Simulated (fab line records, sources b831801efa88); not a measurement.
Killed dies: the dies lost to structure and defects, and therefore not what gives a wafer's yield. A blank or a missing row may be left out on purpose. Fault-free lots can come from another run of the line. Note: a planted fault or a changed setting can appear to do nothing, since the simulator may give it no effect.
A single fault, viewed from 2 desks -- flow gf180mcu -- every desk sees just its own numbers, and what lay behind them comes last

THE METROLOGY DESK
What the gauges read, lot by lot, whatever tool the lot ran on: means of the sampled wafers that have a number. Any lot whose mean is over 4 standard deviations away from the usual mean is out of limits and marked OUT; that distance is given in the brackets.
Columns: A = MVSD_TW at GF_MVSD_TW_MEAS_11, usual 1577; B = MVPSD_OVL at GF_MVPSD_OVL_MEAS_07, usual 1.3 nm
lot,first seen here,A,B
L879,day 4 22:53,1582,-0.7
L886,day 6 13:23,1581,3.3
L887,day 6 20:31,1583,1.9
L888,day 7 02:21,1589,1.1
L895,day 9 05:02,1559,-0.3
L898,day 9 12:55,1582,-1.1
L897,day 9 14:00,1582,2.0
Result from this desk: across the 7 lots, nothing is out of limits.

TOOL OWNER'S DESK, implanter-04
For each lot that ran on this tool, the mean over its sampled wafers that have a number, from the tool's own readings at GF_MVPSD_IMPLANT_08. Any lot whose mean is over 4 standard deviations away from the usual mean is out of limits and marked OUT; that distance is given in the brackets.
Columns: A = beam_energy_keV at GF_MVPSD_IMPLANT_08, usual 169.99; B = beam_on_s at GF_MVPSD_IMPLANT_08, usual 9.99 s
lot,first seen here,A,B
L886,day 7 05:09,175.05 (+78) OUT,9.84
L887,day 7 12:04,174.97 (+77) OUT,9.88
L888,day 7 17:46,175.00 (+77) OUT,9.98
L898,day 10 06:16,169.98,9.79
L897,day 10 08:09,170.02,9.91
Finding of this desk: L886, L887, L888 out of limits; the first was L886 at day 7 05:09, on beam_energy_keV at GF_MVPSD_IMPLANT_08. Within limits: L898, L897.

TAKEN TOGETHER
The tool owner's desk could have raised an alarm at day 7 05:09, on L886, L887, L888.
Nothing out of limits was seen by the metrology desk.
The metrology desk holds a record of L886, L887, L888, inside its limits.
GF_MVPSD_IMPLANT_08 was run on implanter-04 by each of the lots named.

WHAT THE SIMULATOR HAD PUT IN
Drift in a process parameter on implanter-04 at GF_MVPSD_IMPLANT_08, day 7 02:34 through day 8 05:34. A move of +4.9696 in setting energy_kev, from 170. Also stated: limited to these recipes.
Struck lots among those shown: L886, L887, L888.
Delay in hours, fault start to first out-of-limits reading, by desk: the tool owner's desk at 3.
